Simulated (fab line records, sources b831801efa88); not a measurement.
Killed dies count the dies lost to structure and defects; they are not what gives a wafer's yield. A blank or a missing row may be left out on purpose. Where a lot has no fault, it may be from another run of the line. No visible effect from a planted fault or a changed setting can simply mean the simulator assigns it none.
The same fault as seen by 2 desks	flow sky130	each desk holds nothing but its own numbers, with what lay behind them at the end

METROLOGY DESK
What the gauges read for every lot (on any tool): the sampled wafers with a number, averaged. Any lot whose mean is over 4 standard deviations away from the usual mean is out of limits and marked OUT; that distance is given in the brackets.
Columns: A = SD_P_OVL at SKY_SD_P_OVL_MEAS_08, usual -0.3 nm; B = METAL2_ALCU_RS at SKY_METAL2_RS_MEAS_05, usual 0.1270 ohm/sq
lot	first seen here	A	B
L110	day 25 05:41	-0.9	0.1278
L111	day 26 01:11	0.7	0.1260
L112	day 26 06:23	-0.6	0.1274
L115	day 27 08:59	0.6	0.1294
L119	day 28 17:02	-2.3	0.1273
L122	day 29 22:53	-0.3	0.1278
L123	day 30 02:32	-0.1	0.1265
L124	day 30 06:44	-2.5	0.1272
L126	day 31 01:50	-0.8	0.1287
L128	day 31 11:53	-0.1	0.1270
L130	day 32 11:00	-0.5	0.1259
L131	day 32 20:33	1.5	0.1266
L132	day 33 02:32	-0.3	0.1263
This desk's verdict: no lot among the 13 shows anything out of limits.

THE TOOL OWNER'S DESK: litho_track-03
The tool's own readings at SKY_PWDE_HMDS_01 (prime time 60 s): means of the sampled wafers that have a number, for each lot that ran on this tool. Any lot whose mean is over 4 standard deviations away from the usual mean is out of limits and marked OUT; that distance is given in the brackets.
Columns: A = prime_temp_c at SKY_PWDE_HMDS_01, usual 119.98 C
lot	first seen here	A
L111	day 3 20:23	120.20
L112	day 3 21:41	119.86
L119	day 5 13:29	118.80 (-7.9) OUT
L122	day 6 07:44	118.56 (-9.5) OUT
This desk's finding: out of limits on L119, L122; first on L119, day 5 13:29 (prime_temp_c at SKY_PWDE_HMDS_01). Within limits: L111, L112.

ALL TOGETHER
The tool owner's desk could have raised an alarm at day 5 13:29, on L119, L122.
The metrology desk saw nothing out of limits.
The metrology desk holds a record of L119, L122, inside its limits.
All the named lots went through SKY_PWDE_HMDS_01 on litho_track-03.

WHAT THE SIMULATOR PUT IN
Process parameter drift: litho_track-03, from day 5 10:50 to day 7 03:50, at SKY_PWDE_HMDS_01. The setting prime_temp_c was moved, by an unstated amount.
Lots struck among those shown: L119, L122.
Delay in hours, fault start to first out-of-limits reading, by desk: the tool owner's desk at 3.
